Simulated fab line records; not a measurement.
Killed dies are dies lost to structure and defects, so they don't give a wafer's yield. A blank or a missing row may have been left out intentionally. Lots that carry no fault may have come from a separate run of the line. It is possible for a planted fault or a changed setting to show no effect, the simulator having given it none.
fab line records :: flow sky130
record
  lots=13
  wafers=36
  lastDay=52
route steps=708 shown SD_N@353 VIA1@458 METAL2@483
lots that met no fault: from a run of the same line without faults
startH: start of the lot's first displayed wafer, in hours after the record's first day :: waitH: hours from the lot's prior step to this one :: " identical to the entry in the row above :: L1.1+2: one row covering several wafers at once :: - no value, or no start given :: * or withheld: withheld :: < > ~ a bound
route shown NAME@n: a module of which the file shows steps, and the number in the route of the first :: usual: average and standard deviation across the fault-free wafers :: same: alike in all rows :: chamber/n: place in a boat :: sites: per-site readings :: _std_site: standard deviation across them :: _edge_site: outer sites' mean less inner sites' :: radiusMm: how far each site lies from the wafer's centre :: mask NAME#n: copy n :: behind: the most recent tool/chamber to have shaped the wafer :: hold: what put the lot on hold/how long, in hours/how the hold closed :: device: transistor that didn't switch, given as n, p or np :: end of line: at the end of the route, the tests of the same wafers :: a step without rows: its recipe alone :: killed: the dies lost at the first sort to structure and to defects; this is not the yield of the wafer :: map: dies across one wafer; x = killed, . = not, _ = none there
set.NAME: the setting the step ran with; set.NAME@STEP: the setting that earlier step ran with :: model.NAME: the simulator's own value behind a step, which no gauge read
steps of the route over a sample of lots; a table a step, a row a wafer
services: when a tool's chamber went out of use (startH, in hours from the record's first day, below 0 if earlier), for how many hours, and the reason
## steps
# step SKY_SD_N_STRIP_11
# recipe
  chemistry=O2/N2
  powerW=1400
  pressureMtorr=1500
  platenTempC=withheld
  o2FlowSccm=3000
  n2FlowSccm=300
  overashFraction=0.5
# usual
  drypumpMotorCurrentA=5.62/0.27
  oesProductAu=0.527/0.0043
  stripTimeToEndpointS=22.56/0.037
lot.wafer: L166.1
tool: plasmaAsher-02
chamber: 0
startH: 690.77
waitH: 0.1
drypumpMotorCurrentA: 5.80
oesProductAu: 0.527
rfHoursCounterH: 102
stripTimeToEndpointS: 22.53

lot.wafer: L166.4
tool: plasmaAsher-02
chamber: 1
startH: 690.77
waitH: 0.1
drypumpMotorCurrentA: 5.76
oesProductAu: 0.526
rfHoursCounterH: -
stripTimeToEndpointS: 22.55

lot.wafer: L166.5
tool: plasmaAsher-02
chamber: 1
startH: 690.77
waitH: 0.1
drypumpMotorCurrentA: 5.74
oesProductAu: 0.521
rfHoursCounterH: -
stripTimeToEndpointS: 22.53

lot.wafer: L171.1
tool: plasmaAsher-02
chamber: 0
startH: 710.98
waitH: 0.1
drypumpMotorCurrentA: 5.81
oesProductAu: 0.532
rfHoursCounterH: 104
stripTimeToEndpointS: 22.48

lot.wafer: L171.4
tool: plasmaAsher-02
chamber: 0
startH: 710.98
waitH: 0.1
drypumpMotorCurrentA: 5.79
oesProductAu: 0.529
rfHoursCounterH: -
stripTimeToEndpointS: 22.52

lot.wafer: L172.4
tool: plasmaAsher-03
chamber: 1
startH: 712.33
waitH: 0.1
drypumpMotorCurrentA: 5.14
oesProductAu: 0.530
rfHoursCounterH: -
stripTimeToEndpointS: 22.57

lot.wafer: L172.6
tool: plasmaAsher-03
chamber: 0
startH: 712.33
waitH: 0.1
drypumpMotorCurrentA: 5.45
oesProductAu: 0.522
rfHoursCounterH: -
stripTimeToEndpointS: 22.53

lot.wafer: L175.1
tool: plasmaAsher-01
chamber: 0
startH: 713.83
waitH: 0.1
drypumpMotorCurrentA: 5.91
oesProductAu: 0.529
rfHoursCounterH: 28
stripTimeToEndpointS: 22.60

lot.wafer: L175.3
tool: plasmaAsher-01
chamber: 0
startH: 713.83
waitH: 0.1
drypumpMotorCurrentA: 5.90
oesProductAu: 0.524
rfHoursCounterH: -
stripTimeToEndpointS: 22.62

lot.wafer: L178.3
tool: plasmaAsher-01
chamber: 1
startH: 715.46
waitH: 0.1
drypumpMotorCurrentA: 5.78
oesProductAu: 0.529
rfHoursCounterH: -
stripTimeToEndpointS: 22.52

lot.wafer: L178.5
tool: plasmaAsher-01
chamber: 0
startH: 715.46
waitH: 0.1
drypumpMotorCurrentA: 5.93
oesProductAu: 0.528
rfHoursCounterH: -
stripTimeToEndpointS: 22.56

lot.wafer: L178.6
tool: plasmaAsher-01
chamber: 1
startH: 715.46
waitH: 0.1
drypumpMotorCurrentA: 5.76
oesProductAu: 0.526
rfHoursCounterH: -
stripTimeToEndpointS: 22.52

lot.wafer: L179.2
tool: plasmaAsher-03
chamber: 0
startH: 845.82
waitH: 0.1
drypumpMotorCurrentA: 5.48
oesProductAu: 0.533
rfHoursCounterH: 94
stripTimeToEndpointS: 22.56

lot.wafer: L179.4
tool: plasmaAsher-03
chamber: 0
startH: 845.82
waitH: 0.1
drypumpMotorCurrentA: 5.48
oesProductAu: 0.532
rfHoursCounterH: -
stripTimeToEndpointS: 22.58

lot.wafer: L179.5
tool: plasmaAsher-03
chamber: 0
startH: 845.82
waitH: 0.1
drypumpMotorCurrentA: 5.48
oesProductAu: 0.529
rfHoursCounterH: -
stripTimeToEndpointS: 22.60

lot.wafer: L180.3
tool: plasmaAsher-03
chamber: 1
startH: 858.83
waitH: 0.1
drypumpMotorCurrentA: 5.15
oesProductAu: 0.527
rfHoursCounterH: -
stripTimeToEndpointS: 22.59

lot.wafer: L180.4
tool: plasmaAsher-03
chamber: 0
startH: 858.83
waitH: 0.1
drypumpMotorCurrentA: 5.45
oesProductAu: 0.528
rfHoursCounterH: -
stripTimeToEndpointS: 22.58

lot.wafer: L180.5
tool: plasmaAsher-03
chamber: 1
startH: 858.83
waitH: 0.1
drypumpMotorCurrentA: 5.14
oesProductAu: 0.528
rfHoursCounterH: -
stripTimeToEndpointS: 22.56

lot.wafer: L184.1
tool: plasmaAsher-01
chamber: 0
startH: 859.28
waitH: 0.1
drypumpMotorCurrentA: 5.93
oesProductAu: 0.525
rfHoursCounterH: 44
stripTimeToEndpointS: 22.58

lot.wafer: L184.3
tool: plasmaAsher-01
chamber: 1
startH: 859.28
waitH: 0.1
drypumpMotorCurrentA: 5.72
oesProductAu: 0.529
rfHoursCounterH: -
stripTimeToEndpointS: 22.56

lot.wafer: L184.5
tool: plasmaAsher-01
chamber: 1
startH: 859.28
waitH: 0.1
drypumpMotorCurrentA: 5.74
oesProductAu: 0.531
rfHoursCounterH: -
stripTimeToEndpointS: 22.59

lot.wafer: L183.1
tool: plasmaAsher-02
chamber: 1
startH: 860.27
waitH: 0.1
drypumpMotorCurrentA: 5.78
oesProductAu: 0.527
rfHoursCounterH: 12
stripTimeToEndpointS: 22.55

lot.wafer: L183.2
tool: plasmaAsher-02
chamber: 0
startH: 860.27
waitH: 0.1
drypumpMotorCurrentA: 5.79
oesProductAu: 0.523
rfHoursCounterH: 12
stripTimeToEndpointS: 22.57

lot.wafer: L183.4
tool: plasmaAsher-02
chamber: 0
startH: 860.27
waitH: 0.1
drypumpMotorCurrentA: 5.80
oesProductAu: 0.530
rfHoursCounterH: -
stripTimeToEndpointS: 22.60

lot.wafer: L185.1
tool: plasmaAsher-01
chamber: 0
startH: 863.30
waitH: 0.1
drypumpMotorCurrentA: 5.93
oesProductAu: 0.525
rfHoursCounterH: 44
stripTimeToEndpointS: 22.58

lot.wafer: L185.3
tool: plasmaAsher-01
chamber: 0
startH: 863.30
waitH: 0.1
drypumpMotorCurrentA: 5.92
oesProductAu: 0.532
rfHoursCounterH: -
stripTimeToEndpointS: 22.58

lot.wafer: L185.5
tool: plasmaAsher-01
chamber: 1
startH: 863.30
waitH: 0.1
drypumpMotorCurrentA: 5.79
oesProductAu: 0.529
rfHoursCounterH: -
stripTimeToEndpointS: 22.55

lot.wafer: L181.1
tool: plasmaAsher-02
chamber: 0
startH: 865.95
waitH: 0.1
drypumpMotorCurrentA: 5.79
oesProductAu: 0.527
rfHoursCounterH: 13
stripTimeToEndpointS: 22.50

lot.wafer: L181.3
tool: plasmaAsher-02
chamber: 1
startH: 865.95
waitH: 0.1
drypumpMotorCurrentA: 5.78
oesProductAu: 0.523
rfHoursCounterH: -
stripTimeToEndpointS: 22.57

lot.wafer: L181.4
tool: plasmaAsher-02
chamber: 0
startH: 865.95
waitH: 0.1
drypumpMotorCurrentA: 5.78
oesProductAu: 0.522
rfHoursCounterH: -
stripTimeToEndpointS: 22.58

lot.wafer: L188.1
tool: plasmaAsher-02
chamber: 0
startH: 867.15
waitH: 0.1
drypumpMotorCurrentA: 5.76
oesProductAu: 0.534
rfHoursCounterH: 13
stripTimeToEndpointS: 22.54

lot.wafer: L188.3
tool: plasmaAsher-02
chamber: 0
startH: 867.15
waitH: 0.1
drypumpMotorCurrentA: 5.80
oesProductAu: 0.530
rfHoursCounterH: -
stripTimeToEndpointS: 22.53

lot.wafer: L188.4
tool: plasmaAsher-02
chamber: 1
startH: 867.15
waitH: 0.1
drypumpMotorCurrentA: 5.80
oesProductAu: 0.525
rfHoursCounterH: -
stripTimeToEndpointS: 22.53

lot.wafer: L187.1
tool: plasmaAsher-03
chamber: 1
startH: 869.52
waitH: 0.1
drypumpMotorCurrentA: 5.16
oesProductAu: 0.531
rfHoursCounterH: 97
stripTimeToEndpointS: 22.54

lot.wafer: L187.2
tool: plasmaAsher-03
chamber: 0
startH: 869.52
waitH: 0.1
drypumpMotorCurrentA: 5.45
oesProductAu: 0.527
rfHoursCounterH: 97
stripTimeToEndpointS: 22.58

lot.wafer: L187.4
tool: plasmaAsher-03
chamber: 1
startH: 869.52
waitH: 0.1
drypumpMotorCurrentA: 5.15
oesProductAu: 0.529
rfHoursCounterH: -
stripTimeToEndpointS: 22.57
# step SKY_VIA1_HDPCVD_00
# recipe
  material=SiO2
  targetThkNm=1030
  sigmaOpenFrac=0.3
  timeS=171.7
  tempC=400
  sih4FlowSccm=60
  pressureMtorr=6
lot.wafer: L166.1+4+5
tool: hdpcvd-02
chamber: 2,1,0
startH: 807.95
waitH: 0.0

lot.wafer: L171.1+4
tool: hdpcvd-02
chamber: 0,1
startH: 827.00
waitH: 0.0

lot.wafer: L172.4+6
tool: hdpcvd-02
chamber: 0,2
startH: 828.87
waitH: 0.1

lot.wafer: L175.1+3
tool: hdpcvd-02
chamber: 1,0
startH: 830.46
waitH: 0.0

lot.wafer: L178.3+5+6
tool: hdpcvd-01
chamber: 1,1,0
startH: 833.39
waitH: 0.0

lot.wafer: L179.2+4+5
tool: hdpcvd-01
chamber: 1,2,1
startH: 958.18
waitH: 0.0

lot.wafer: L180.3+4+5
tool: hdpcvd-01
chamber: 0,2,1
startH: 970.13
waitH: 0.0

lot.wafer: L184.1+3+5
tool: hdpcvd-02
chamber: 2,0,0
startH: 971.28
waitH: 0.0

lot.wafer: L183.1+2+4
tool: hdpcvd-02
chamber: 2,0,0
startH: 971.95
waitH: 0.0

lot.wafer: L185.1+3+5
tool: hdpcvd-02
chamber: 2,0,2
startH: 974.28
waitH: 0.0

lot.wafer: L181.1+3+4
tool: hdpcvd-01
chamber: 0,1,2
startH: 976.20
waitH: 0.0

lot.wafer: L188.1+3+4
tool: hdpcvd-01
chamber: 0,1,1
startH: 979.45
waitH: 0.0

lot.wafer: L187.1+2+4
tool: hdpcvd-01
chamber: 0,2,0
startH: 980.68
waitH: 0.0
# step SKY_VIA1_THK_MEAS_01
# recipe
  reads=SiO2_of_VIA1_HDPCVD_00
# usual
  VIA1_HDPCVD_THK=1031/12
lot.wafer: L166.1
tool: filmMetro-02
chamber: -
startH: 808.06
waitH: 0.1
VIA1_HDPCVD_THK[nm]: 1013

lot.wafer: L166.4
tool: filmMetro-02
chamber: -
startH: 808.06
waitH: 0.1
VIA1_HDPCVD_THK[nm]: 1011

lot.wafer: L166.5
tool: filmMetro-02
chamber: -
startH: 808.06
waitH: 0.1
VIA1_HDPCVD_THK[nm]: 1012

lot.wafer: L171.1
tool: filmMetro-02
chamber: -
startH: 827.11
waitH: 0.1
VIA1_HDPCVD_THK[nm]: 1036

lot.wafer: L171.4
tool: filmMetro-02
chamber: -
startH: 827.11
waitH: 0.1
VIA1_HDPCVD_THK[nm]: 1539

lot.wafer: L172.4
tool: filmMetro-04
chamber: -
startH: 828.96
waitH: 0.0
VIA1_HDPCVD_THK[nm]: 1523

lot.wafer: L172.6
tool: filmMetro-04
chamber: -
startH: 828.96
waitH: 0.0
VIA1_HDPCVD_THK[nm]: 1023

lot.wafer: L175.1
tool: filmMetro-04
chamber: -
startH: 830.58
waitH: 0.1
VIA1_HDPCVD_THK[nm]: 1026

lot.wafer: L175.3
tool: filmMetro-04
chamber: -
startH: 830.58
waitH: 0.1
VIA1_HDPCVD_THK[nm]: 1533

lot.wafer: L178.3
tool: filmMetro-02
chamber: -
startH: 833.52
waitH: 0.1
VIA1_HDPCVD_THK[nm]: 1038

lot.wafer: L178.5
tool: filmMetro-02
chamber: -
startH: 833.52
waitH: 0.1
VIA1_HDPCVD_THK[nm]: 1036

lot.wafer: L178.6
tool: filmMetro-02
chamber: -
startH: 833.52
waitH: 0.1
VIA1_HDPCVD_THK[nm]: 1018

lot.wafer: L179.2
tool: filmMetro-03
chamber: -
startH: 958.30
waitH: 0.1
VIA1_HDPCVD_THK[nm]: 1032

lot.wafer: L179.4
tool: filmMetro-03
chamber: -
startH: 958.30
waitH: 0.1
VIA1_HDPCVD_THK[nm]: 1059

lot.wafer: L179.5
tool: filmMetro-03
chamber: -
startH: 958.30
waitH: 0.1
VIA1_HDPCVD_THK[nm]: 1034

lot.wafer: L180.3
tool: filmMetro-04
chamber: -
startH: 970.26
waitH: 0.1
VIA1_HDPCVD_THK[nm]: 1029

lot.wafer: L180.4
tool: filmMetro-04
chamber: -
startH: 970.26
waitH: 0.1
VIA1_HDPCVD_THK[nm]: 1049

lot.wafer: L180.5
tool: filmMetro-04
chamber: -
startH: 970.26
waitH: 0.1
VIA1_HDPCVD_THK[nm]: 1038

lot.wafer: L184.1
tool: filmMetro-03
chamber: -
startH: 971.39
waitH: 0.1
VIA1_HDPCVD_THK[nm]: 1025

lot.wafer: L184.3
tool: filmMetro-03
chamber: -
startH: 971.39
waitH: 0.1
VIA1_HDPCVD_THK[nm]: 1032

lot.wafer: L184.5
tool: filmMetro-03
chamber: -
startH: 971.39
waitH: 0.1
VIA1_HDPCVD_THK[nm]: 1034

lot.wafer: L183.1
tool: filmMetro-02
chamber: -
startH: 972.06
waitH: 0.1
VIA1_HDPCVD_THK[nm]: 1022

lot.wafer: L183.2
tool: filmMetro-02
chamber: -
startH: 972.06
waitH: 0.1
VIA1_HDPCVD_THK[nm]: 1034

lot.wafer: L183.4
tool: filmMetro-02
chamber: -
startH: 972.06
waitH: 0.1
VIA1_HDPCVD_THK[nm]: 1027

lot.wafer: L185.1
tool: filmMetro-02
chamber: -
startH: 974.39
waitH: 0.1
VIA1_HDPCVD_THK[nm]: 1033

lot.wafer: L185.3
tool: filmMetro-02
chamber: -
startH: 974.39
waitH: 0.1
VIA1_HDPCVD_THK[nm]: 1025

lot.wafer: L185.5
tool: filmMetro-02
chamber: -
startH: 974.39
waitH: 0.1
VIA1_HDPCVD_THK[nm]: 1032

lot.wafer: L181.1
tool: filmMetro-03
chamber: -
startH: 976.31
waitH: 0.1
VIA1_HDPCVD_THK[nm]: 1030

lot.wafer: L181.3
tool: filmMetro-03
chamber: -
startH: 976.31
waitH: 0.1
VIA1_HDPCVD_THK[nm]: 1029

lot.wafer: L181.4
tool: filmMetro-03
chamber: -
startH: 976.31
waitH: 0.1
VIA1_HDPCVD_THK[nm]: 1056

lot.wafer: L188.1
tool: filmMetro-02
chamber: -
startH: 979.56
waitH: 0.1
VIA1_HDPCVD_THK[nm]: 1014

lot.wafer: L188.3
tool: filmMetro-02
chamber: -
startH: 979.56
waitH: 0.1
VIA1_HDPCVD_THK[nm]: 1027

lot.wafer: L188.4
tool: filmMetro-02
chamber: -
startH: 979.56
waitH: 0.1
VIA1_HDPCVD_THK[nm]: 1025

lot.wafer: L187.1
tool: filmMetro-04
chamber: -
startH: 980.79
waitH: 0.1
VIA1_HDPCVD_THK[nm]: 1015

lot.wafer: L187.2
tool: filmMetro-04
chamber: -
startH: 980.79
waitH: 0.1
VIA1_HDPCVD_THK[nm]: 1046

lot.wafer: L187.4
tool: filmMetro-04
chamber: -
startH: 980.79
waitH: 0.1
VIA1_HDPCVD_THK[nm]: 1037
# step SKY_VIA1_OVL_MEAS_13
# usual
  VIA1_OVL=-5/5.2
lot.wafer: L166.1
tool: overlay-01
chamber: -
startH: 835.02
waitH: 0.1
VIA1_OVL[nm]: 3

lot.wafer: L166.4
tool: overlay-01
chamber: -
startH: 835.02
waitH: 0.1
VIA1_OVL[nm]: 1

lot.wafer: L166.5
tool: overlay-01
chamber: -
startH: 835.02
waitH: 0.1
VIA1_OVL[nm]: 7

lot.wafer: L171.1
tool: overlay-01
chamber: -
startH: 854.92
waitH: 0.1
VIA1_OVL[nm]: -1

lot.wafer: L171.4
tool: overlay-01
chamber: -
startH: 854.92
waitH: 0.1
VIA1_OVL[nm]: -5

lot.wafer: L172.4
tool: overlay-01
chamber: -
startH: 855.66
waitH: 0.1
VIA1_OVL[nm]: 4

lot.wafer: L172.6
tool: overlay-01
chamber: -
startH: 855.66
waitH: 0.1
VIA1_OVL[nm]: 2

lot.wafer: L175.1
tool: overlay-02
chamber: -
startH: 858.09
waitH: 0.1
VIA1_OVL[nm]: -9

lot.wafer: L175.3
tool: overlay-02
chamber: -
startH: 858.09
waitH: 0.1
VIA1_OVL[nm]: -7

lot.wafer: L178.3
tool: overlay-02
chamber: -
startH: 860.93
waitH: 0.1
VIA1_OVL[nm]: -12

lot.wafer: L178.5
tool: overlay-02
chamber: -
startH: 860.93
waitH: 0.1
VIA1_OVL[nm]: -11

lot.wafer: L178.6
tool: overlay-02
chamber: -
startH: 860.93
waitH: 0.1
VIA1_OVL[nm]: -7

lot.wafer: L179.2
tool: overlay-01
chamber: -
startH: 984.25
waitH: 0.1
VIA1_OVL[nm]: -15

lot.wafer: L179.4
tool: overlay-01
chamber: -
startH: 984.25
waitH: 0.1
VIA1_OVL[nm]: -6

lot.wafer: L179.5
tool: overlay-01
chamber: -
startH: 984.25
waitH: 0.1
VIA1_OVL[nm]: -3

lot.wafer: L180.3
tool: overlay-02
chamber: -
startH: 996.50
waitH: 0.1
VIA1_OVL[nm]: -6

lot.wafer: L180.4
tool: overlay-02
chamber: -
startH: 996.50
waitH: 0.1
VIA1_OVL[nm]: 2

lot.wafer: L180.5
tool: overlay-02
chamber: -
startH: 996.50
waitH: 0.1
VIA1_OVL[nm]: -12

lot.wafer: L184.1
tool: overlay-02
chamber: -
startH: 997.44
waitH: 0.1
VIA1_OVL[nm]: -2

lot.wafer: L184.3
tool: overlay-02
chamber: -
startH: 997.44
waitH: 0.1
VIA1_OVL[nm]: -7

lot.wafer: L184.5
tool: overlay-02
chamber: -
startH: 997.44
waitH: 0.1
VIA1_OVL[nm]: -11

lot.wafer: L183.1
tool: overlay-02
chamber: -
startH: 997.92
waitH: 0.1
VIA1_OVL[nm]: -10

lot.wafer: L183.2
tool: overlay-02
chamber: -
startH: 997.92
waitH: 0.1
VIA1_OVL[nm]: -14

lot.wafer: L183.4
tool: overlay-02
chamber: -
startH: 997.92
waitH: 0.1
VIA1_OVL[nm]: -10

lot.wafer: L185.1
tool: overlay-01
chamber: -
startH: 1000.97
waitH: 0.1
VIA1_OVL[nm]: 1

lot.wafer: L185.3
tool: overlay-01
chamber: -
startH: 1000.97
waitH: 0.1
VIA1_OVL[nm]: -5

lot.wafer: L185.5
tool: overlay-01
chamber: -
startH: 1000.97
waitH: 0.1
VIA1_OVL[nm]: 5

lot.wafer: L181.1
tool: overlay-01
chamber: -
startH: 1002.09
waitH: 0.1
VIA1_OVL[nm]: -10

lot.wafer: L181.3
tool: overlay-01
chamber: -
startH: 1002.09
waitH: 0.1
VIA1_OVL[nm]: -9

lot.wafer: L181.4
tool: overlay-01
chamber: -
startH: 1002.09
waitH: 0.1
VIA1_OVL[nm]: -8

lot.wafer: L188.1
tool: overlay-02
chamber: -
startH: 1005.74
waitH: 0.1
VIA1_OVL[nm]: -12

lot.wafer: L188.3
tool: overlay-02
chamber: -
startH: 1005.74
waitH: 0.1
VIA1_OVL[nm]: -11

lot.wafer: L188.4
tool: overlay-02
chamber: -
startH: 1005.74
waitH: 0.1
VIA1_OVL[nm]: -7

lot.wafer: L187.1
tool: overlay-01
chamber: -
startH: 1006.62
waitH: 0.1
VIA1_OVL[nm]: -2

lot.wafer: L187.2
tool: overlay-01
chamber: -
startH: 1006.62
waitH: 0.1
VIA1_OVL[nm]: -9

lot.wafer: L187.4
tool: overlay-01
chamber: -
startH: 1006.62
waitH: 0.1
VIA1_OVL[nm]: -8
# step SKY_METAL2_SPUTTER_00
# recipe
  material=Ti
  targetThkNm=15
  powerW=3000
  timeS=10
  chamberPressurePa=0.4
# usual
  throttleValvePct=29.5/0.97
# same
  timeS=10
lot.wafer: L166.1
tool: pvdSputter-01
chamber: -
startH: 836.37
waitH: 0.1
throttleValvePct: 28.7

lot.wafer: L166.4
tool: pvdSputter-01
chamber: -
startH: 836.37
waitH: 0.1
throttleValvePct: 29.9

lot.wafer: L166.5
tool: pvdSputter-01
chamber: -
startH: 836.37
waitH: 0.1
throttleValvePct: 28.2

lot.wafer: L171.1
tool: pvdSputter-02
chamber: -
startH: 856.27
waitH: 0.1
throttleValvePct: 29.8

lot.wafer: L171.4
tool: pvdSputter-02
chamber: -
startH: 856.27
waitH: 0.1
throttleValvePct: 28.4

lot.wafer: L172.4
tool: pvdSputter-04
chamber: -
startH: 856.99
waitH: 0.1
throttleValvePct: 32.8

lot.wafer: L172.6
tool: pvdSputter-04
chamber: -
startH: 856.99
waitH: 0.1
throttleValvePct: 30.0

lot.wafer: L175.1
tool: pvdSputter-01
chamber: -
startH: 859.44
waitH: 0.2
throttleValvePct: 28.2

lot.wafer: L175.3
tool: pvdSputter-01
chamber: -
startH: 859.44
waitH: 0.2
throttleValvePct: 29.2

lot.wafer: L178.3
tool: pvdSputter-02
chamber: -
startH: 862.27
waitH: 0.1
throttleValvePct: 29.9

lot.wafer: L178.5
tool: pvdSputter-02
chamber: -
startH: 862.27
waitH: 0.1
throttleValvePct: 30.3

lot.wafer: L178.6
tool: pvdSputter-02
chamber: -
startH: 862.27
waitH: 0.1
throttleValvePct: 29.7

lot.wafer: L179.2
tool: pvdSputter-04
chamber: -
startH: 985.60
waitH: 0.1
throttleValvePct: 29.3

lot.wafer: L179.4
tool: pvdSputter-04
chamber: -
startH: 985.60
waitH: 0.1
throttleValvePct: 29.7

lot.wafer: L179.5
tool: pvdSputter-04
chamber: -
startH: 985.60
waitH: 0.1
throttleValvePct: 29.8

lot.wafer: L180.3
tool: pvdSputter-02
chamber: -
startH: 997.84
waitH: 0.2
throttleValvePct: 30.5

lot.wafer: L180.4
tool: pvdSputter-02
chamber: -
startH: 997.84
waitH: 0.2
throttleValvePct: 30.1

lot.wafer: L180.5
tool: pvdSputter-02
chamber: -
startH: 997.84
waitH: 0.2
throttleValvePct: 29.8

lot.wafer: L184.1
tool: pvdSputter-01
chamber: -
startH: 998.79
waitH: 0.2
throttleValvePct: 28.9

lot.wafer: L184.3
tool: pvdSputter-01
chamber: -
startH: 998.79
waitH: 0.2
throttleValvePct: 29.8

lot.wafer: L184.5
tool: pvdSputter-01
chamber: -
startH: 998.79
waitH: 0.2
throttleValvePct: 28.7

lot.wafer: L183.1
tool: pvdSputter-04
chamber: -
startH: 999.31
waitH: 0.1
throttleValvePct: 29.3

lot.wafer: L183.2
tool: pvdSputter-04
chamber: -
startH: 999.31
waitH: 0.1
throttleValvePct: 32.4

lot.wafer: L183.4
tool: pvdSputter-04
chamber: -
startH: 999.31
waitH: 0.1
throttleValvePct: 29.3

lot.wafer: L185.1
tool: pvdSputter-04
chamber: -
startH: 1002.32
waitH: 0.1
throttleValvePct: 28.9

lot.wafer: L185.3
tool: pvdSputter-04
chamber: -
startH: 1002.32
waitH: 0.1
throttleValvePct: 32.7

lot.wafer: L185.5
tool: pvdSputter-04
chamber: -
startH: 1002.32
waitH: 0.1
throttleValvePct: 29.9

lot.wafer: L181.1
tool: pvdSputter-01
chamber: -
startH: 1003.47
waitH: 0.2
throttleValvePct: 29.2

lot.wafer: L181.3
tool: pvdSputter-01
chamber: -
startH: 1003.47
waitH: 0.2
throttleValvePct: 29.9

lot.wafer: L181.4
tool: pvdSputter-01
chamber: -
startH: 1003.47
waitH: 0.2
throttleValvePct: 28.3

lot.wafer: L188.1
tool: pvdSputter-01
chamber: -
startH: 1007.15
waitH: 0.2
throttleValvePct: 29.2

lot.wafer: L188.3
tool: pvdSputter-01
chamber: -
startH: 1007.15
waitH: 0.2
throttleValvePct: 29.7

lot.wafer: L188.4
tool: pvdSputter-01
chamber: -
startH: 1007.15
waitH: 0.2
throttleValvePct: 28.2

lot.wafer: L187.1
tool: pvdSputter-04
chamber: -
startH: 1008.00
waitH: 0.1
throttleValvePct: 29.4

lot.wafer: L187.2
tool: pvdSputter-04
chamber: -
startH: 1008.00
waitH: 0.1
throttleValvePct: 29.6

lot.wafer: L187.4
tool: pvdSputter-04
chamber: -
startH: 1008.00
waitH: 0.1
throttleValvePct: 29.7
## services
tool: pvdSputter-01
chamber: -
startH: 673.00
hours: 2.5
kind: repair

tool: plasmaAsher-03
chamber: -
startH: 693.20
hours: 7.3
kind: repair

tool: hdpcvd-01
chamber: 0
startH: 705.70
hours: 1.9
kind: repair

tool: plasmaAsher-01
chamber: -
startH: 719.65
hours: 2.8
kind: pm

tool: hdpcvd-02
chamber: -
startH: 726.04
hours: 5.5
kind: pm

tool: pvdSputter-04
chamber: -
startH: 732.29
hours: 6.8
kind: repair

tool: plasmaAsher-02
chamber: -
startH: 733.75
hours: 9.0
kind: pm

tool: hdpcvd-02
chamber: 2
startH: 745.39
hours: 5.4
kind: repair

tool: pvdSputter-04
chamber: -
startH: 774.07
hours: 4.7
kind: repair

tool: plasmaAsher-02
chamber: -
startH: 775.79
hours: 2.8
kind: pm

tool: hdpcvd-02
chamber: -
startH: 811.44
hours: 1.7
kind: repair

tool: hdpcvd-01
chamber: -
startH: 819.59
hours: 0.7
kind: repair

tool: plasmaAsher-02
chamber: -
startH: 839.52
hours: 1.4
kind: repair

tool: hdpcvd-01
chamber: 0
startH: 850.39
hours: 9.4
kind: repair

tool: hdpcvd-02
chamber: -
startH: 851.88
hours: 4.3
kind: pm

tool: hdpcvd-02
chamber: -
startH: 905.91
hours: 3.2
kind: repair

tool: hdpcvd-02
chamber: 1
startH: 926.74
hours: 3.7
kind: repair

tool: pvdSputter-04
chamber: -
startH: 938.79
hours: 2.2
kind: repair

tool: plasmaAsher-02
chamber: -
startH: 949.69
hours: 3.4
kind: repair

tool: hdpcvd-02
chamber: -
startH: 950.29
hours: 15.0
kind: pm

tool: plasmaAsher-02
chamber: -
startH: 978.62
hours: 15.6
kind: pm

tool: pvdSputter-01
chamber: -
startH: 990.40
hours: 2.7
kind: repair

tool: plasmaAsher-02
chamber: -
startH: 1002.47
hours: 58.6
kind: repair

tool: hdpcvd-01
chamber: -
startH: 1005.28
hours: 0.8
kind: repair
## key
firstSign
  step=SKY_VIA1_THK_MEAS_01
  reading=VIA1_HDPCVD_THK
  direction=up
  sigmas=42
  usual=1031
  struck=1532
effect none on later readings
metAt SKY_VIA1_HDPCVD_00
struckLots L171,L172,L175
struckWafers L171.4,L172.4,L175.3
notActingAt SKY_SD_N_STRIP_11,SKY_VIA1_OVL_MEAS_13,SKY_METAL2_SPUTTER_00
onsetBetween 807.95 827.00
fault
  kind=processParameterDrift
  tool=hdpcvd-02
  chamber=-
  onsetH=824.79
  steps=SKY_VIA1_HDPCVD_00
  channel=targetThkNm
  offset=493.18
  shape=step
  endH=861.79
  scope=struckWafersOnly
  actsIn=theseRecipesOnly
  stated=1030
